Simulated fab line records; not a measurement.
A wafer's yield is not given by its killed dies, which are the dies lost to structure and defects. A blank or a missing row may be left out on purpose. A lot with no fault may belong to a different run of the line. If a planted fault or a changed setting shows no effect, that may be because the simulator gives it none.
8D (eight disciplines) problem report, filled in by code ; flow sky130 ; the parts of the form that need people (team, actions taken, sign-off) are left out

== 1. WHAT IS WRONG ==
Mean of cd nm at SKY_SONOS_TUNNEL_CD_MEAS_07: 445.1 nm across 6 wafers in 2 lots; on wafers with no fault it is 410.1 nm (standard deviation 2.6). That is +13 standard deviations from the usual mean.
The step: target cd 410 nm.
The first sign was on wafer L489.2 at day 17 02:32, on cd sem-01. At this step, 39 wafers from 13 lots have a number in the record. By rule, "out" or "out of limits" means more than 4 standard deviations away from the usual mean. All remaining wafers that have a number are taken as sound.

== 2. WHAT IT IS, AND WHAT IT ISN'T ==
question;is;is not
which readings at this step;cd nm;-
which lots;L489, L490;L472, L474, L475, L476, L478, L479, L480, L481, L491, L492, L494
which wafers of those lots;all that have a number;-
read on which gauges;cd sem-01;cd sem-02
when;from day 17 02:32;"up to then (24 sound wafers); but 9 sound wafers of L491, L492, L494 came after"

== 3. SUSPECTS, AND WHAT RULES EACH OUT ==
Counting: a tool stays on the suspect list if, at a process step up to the reading, it processed all lots that are out and no sound lot following the first of them.
- the gauge at SKY_SONOS_TUNNEL_CD_MEAS_07: kept. All the wafers that are out were read on cd sem-01, and no step on other tools shows them out.
- litho track-04 at SKY_SONOS_TUNNEL_COAT_02 (resist thk 1140 nm): kept. Every lot that is out went through it, starting with L489 (day 16 12:14), and after that it ran no sound lot; the last sound lot it ran before then is L480 (day 13 07:55).
Remaining after the count are litho track-04 at SKY_SONOS_TUNNEL_COAT_02 and cd sem-01 at SKY_SONOS_TUNNEL_CD_MEAS_07.

== 4. THE CAUSE (what the simulator had put in) ==
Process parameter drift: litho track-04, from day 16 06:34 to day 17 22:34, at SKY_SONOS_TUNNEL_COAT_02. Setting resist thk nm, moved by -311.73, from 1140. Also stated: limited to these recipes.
After counting, 2 suspects remain, this tool included.

== 5. SEQUENCE OF EFFECTS, ordered by route ==
Rows list readings where the struck wafers' mean (over those with a number) sits beyond 3 standard deviations from the usual. Scope: only readings with a usual standard deviation given in the record; hours: median across lots of the time from each lot's start at the first step in this table that gives one to its start at this step; sigmas: change in usual standard deviations.
hours;step;reading;usual;on struck wafers;change;sigmas
0;SKY_SONOS_TUNNEL_CD_MEAS_07;cd nm;410.1 nm;445.1;+34.9;+13
Later measuring or inspecting steps at which every struck wafer that the step has a row for has a number for every such reading, and none has moved that far: SKY_POLY_GATE_THK_MEAS_04.

== 6. HOW IT WOULD HAVE BEEN CAUGHT EARLIER ==
Counted from the fault's start at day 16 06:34, it took 20 hours until the first out-of-limits reading at a measuring or inspecting step in this record, taken at day 17 02:32.
By day 17 02:32, every lot that is out (2) had started SKY_SONOS_TUNNEL_COAT_02 on litho track-04. Had the tool been put on hold then, not one of them would have been saved.
